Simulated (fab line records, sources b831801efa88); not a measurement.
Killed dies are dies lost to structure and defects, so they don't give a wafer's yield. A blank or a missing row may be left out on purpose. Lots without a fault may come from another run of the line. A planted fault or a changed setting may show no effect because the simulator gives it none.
Which tool did it? | flow sky130 | 15 lots, 45 wafers sampled, at 4 steps of a route of 708

WHAT THE GAUGES READ, wafer by wafer
The record holds no reading of a measuring or inspecting step that can be judged against a usual standard deviation.

WHICH TOOL RAN EACH LOT (tool, then ch and the chambers of the sampled wafers, then the start)
lot  | SKY_METAL5_SPUTTER_00        | SKY_METAL5_SPUTTER_01        | SKY_METAL5_DEVELOP_13             | SKY_PASSIVATION_CVD_02
L917 | pvd_sputter-02, day 42 13:41 | pvd_sputter-02, day 42 13:43 | litho_track-04 ch 0, day 43 12:23 | pecvd-03 ch 1,2, day 43 13:30
L918 | pvd_sputter-04, day 42 19:13 | pvd_sputter-04, day 42 19:14 | litho_track-01 ch 0, day 43 17:58 | pecvd-03 ch 0,1,2, day 43 19:04
L919 | pvd_sputter-04, day 43 04:21 | pvd_sputter-04, day 43 04:22 | litho_track-01 ch 0, day 44 02:23 | pecvd-03 ch 0,1,2, day 44 03:31
L922 | pvd_sputter-03, day 44 07:11 | pvd_sputter-03, day 44 07:13 | litho_track-02 ch 0, day 45 05:16 | pecvd-01 ch 0,1, day 45 06:38
L924 | pvd_sputter-04, day 45 09:03 | pvd_sputter-04, day 45 09:04 | litho_track-04 ch 0, day 46 05:08 | pecvd-04 ch 0,2, day 46 06:14
L928 | pvd_sputter-04, day 46 00:08 | pvd_sputter-04, day 46 00:09 | litho_track-04 ch 0, day 46 20:02 | pecvd-03 ch 0,1,2, day 46 21:26
L930 | pvd_sputter-02, day 46 08:39 | pvd_sputter-02, day 46 08:41 | litho_track-02 ch 0, day 47 04:45 | pecvd-03 ch 0,1, day 47 05:53
L932 | pvd_sputter-04, day 46 23:35 | pvd_sputter-04, day 46 23:36 | litho_track-04, day 47 18:46      | -
L933 | pvd_sputter-03, day 47 01:59 | pvd_sputter-03, day 47 02:00 | litho_track-01, day 47 21:10      | -
L934 | pvd_sputter-03, day 47 08:03 | pvd_sputter-03, day 47 08:04 | litho_track-02, day 48 03:40      | -
L936 | pvd_sputter-02, day 47 22:24 | pvd_sputter-02, day 47 22:25 | litho_track-01 ch 0, day 48 17:02 | pecvd-03 ch 1,2, day 48 18:22
L937 | pvd_sputter-04, day 48 06:19 | pvd_sputter-04, day 48 06:20 | litho_track-01 ch 0, day 49 00:28 | pecvd-04 ch 0,1, day 49 01:35
L938 | pvd_sputter-03, day 48 11:10 | pvd_sputter-03, day 48 11:11 | litho_track-02 ch 0, day 49 04:34 | pecvd-01 ch 0,2, day 49 05:45
L939 | pvd_sputter-02, day 48 11:12 | pvd_sputter-02, day 48 11:14 | litho_track-02 ch 0, day 49 04:54 | pecvd-03 ch 0,2, day 49 06:01
L940 | pvd_sputter-03, day 48 12:34 | pvd_sputter-03, day 48 12:35 | litho_track-01 ch 0, day 49 06:25 | pecvd-01 ch 1,2, day 49 07:33
- SKY_METAL5_SPUTTER_00: material Ti, target thk 15 nm, time 10 s.
- SKY_METAL5_SPUTTER_01: material TiN, target thk 20 nm, time 16.7 s.
- SKY_METAL5_DEVELOP_13: develop time 60 s.
- SKY_PASSIVATION_CVD_02: deposits Si3N4, target thk 540 nm.

WHAT THE TOOLS THEMSELVES READ (means of the sampled wafers that have a number; where no wafer has one, the mark that the record gives instead)
SKY_METAL5_SPUTTER_00.
lot  | tool           | cathode_dc_power_W (W) | throttle_valve_pct (%)
L917 | pvd_sputter-02 | 2999.8                 | 29.1
L918 | pvd_sputter-04 | 3000.2                 | 30.0
L919 | pvd_sputter-04 | 2999.4                 | 30.2
L922 | pvd_sputter-03 | 2999.8                 | 29.6
L924 | pvd_sputter-04 | 3000.0                 | 30.1
L928 | pvd_sputter-04 | 3000.1                 | 30.4
L930 | pvd_sputter-02 | 2999.6                 | 29.1
L932 | pvd_sputter-04 | 3000.3                 | 29.8
L933 | pvd_sputter-03 | 3000.3                 | 29.7
L934 | pvd_sputter-03 | 2999.9                 | 30.4
L936 | pvd_sputter-02 | 2999.8                 | 29.8
L937 | pvd_sputter-04 | 2999.8                 | 29.8
L938 | pvd_sputter-03 | 3000.0                 | 30.7
L939 | pvd_sputter-02 | 3000.3                 | 29.6
L940 | pvd_sputter-03 | 3000.4                 | 30.4

SKY_METAL5_SPUTTER_01.
lot  | tool           | cathode_dc_power_W (W) | throttle_valve_pct (%)
L917 | pvd_sputter-02 | 6501.0                 | 29.2
L918 | pvd_sputter-04 | 6499.6                 | 30.0
L919 | pvd_sputter-04 | 6500.7                 | 30.1
L922 | pvd_sputter-03 | 6500.8                 | 29.6
L924 | pvd_sputter-04 | 6499.3                 | 30.1
L928 | pvd_sputter-04 | 6499.4                 | 30.3
L930 | pvd_sputter-02 | 6500.1                 | 29.4
L932 | pvd_sputter-04 | 6501.0                 | 29.9
L933 | pvd_sputter-03 | 6499.0                 | 29.5
L934 | pvd_sputter-03 | 6499.9                 | 30.3
L936 | pvd_sputter-02 | 6498.7                 | 29.9
L937 | pvd_sputter-04 | 6500.8                 | 29.7
L938 | pvd_sputter-03 | 6501.2                 | 30.6
L939 | pvd_sputter-02 | 6499.7                 | 29.7
L940 | pvd_sputter-03 | 6500.2                 | 30.5

SKY_METAL5_DEVELOP_13.
lot  | tool           | chill_plate_temp_C (C) | resist_line_temp_C (C)
L917 | litho_track-04 | 23.03                  | 23.04
L918 | litho_track-01 | 23.00                  | 23.14
L919 | litho_track-01 | 22.91                  | 23.05
L922 | litho_track-02 | 23.07                  | 22.81
L924 | litho_track-04 | 23.05                  | 23.07
L928 | litho_track-04 | 23.00                  | 23.02
L930 | litho_track-02 | 23.05                  | 22.96
L932 | litho_track-04 | -                      | -
L933 | litho_track-01 | -                      | -
L934 | litho_track-02 | -                      | -
L936 | litho_track-01 | 22.95                  | 22.99
L937 | litho_track-01 | 22.95                  | 22.94
L938 | litho_track-02 | 23.17                  | 22.95
L939 | litho_track-02 | 22.99                  | 22.89
L940 | litho_track-01 | 22.98                  | 22.98

SKY_PASSIVATION_CVD_02.
lot  | tool     | heater_power_w (W)
L917 | pecvd-03 | 721
L918 | pecvd-03 | 785
L919 | pecvd-03 | 742
L922 | pecvd-01 | 787
L924 | pecvd-04 | 795
L928 | pecvd-03 | 768
L930 | pecvd-03 | 670
L936 | pecvd-03 | 645
L937 | pecvd-04 | 795
L938 | pecvd-01 | 768
L939 | pecvd-03 | 848
L940 | pecvd-01 | 693

THE ANSWER, worked out from the rows above alone
Rule: what is usual is taken from the lots themselves. Put in order of their means at a reading, lots are off if they are a third of the lots or fewer, leave a main group of 4 or more, and stand apart from it by a gap of 3 or more times the standard deviation of the main group's means; of several such gaps the widest counts. A main group whose means are all the same, to the digits that the tables above print for the reading, isn't used. A lot without any number at a reading at which 4 lots or more have one is off too. The other lots that the step has rows for count as sound. The gauges are gone through in route order, then the tools' own readings, and for those a lot's mean is taken as printed above. The first step at which some lot is off is used, and at that step the reading that is off furthest; a lot without a number counts as furthest.
Off: L932, L933, L934, at SKY_METAL5_DEVELOP_13 (chill_plate_temp_C). Without a number there: L932, L933, L934. The main group: mean 23.01 C, standard deviation 0.065.
A tool fits if, at that step or a process step before it, it ran every lot that is off, and no sound lot after the first of them. None of those tried fits.

WHAT THE SIMULATOR HAD PUT IN
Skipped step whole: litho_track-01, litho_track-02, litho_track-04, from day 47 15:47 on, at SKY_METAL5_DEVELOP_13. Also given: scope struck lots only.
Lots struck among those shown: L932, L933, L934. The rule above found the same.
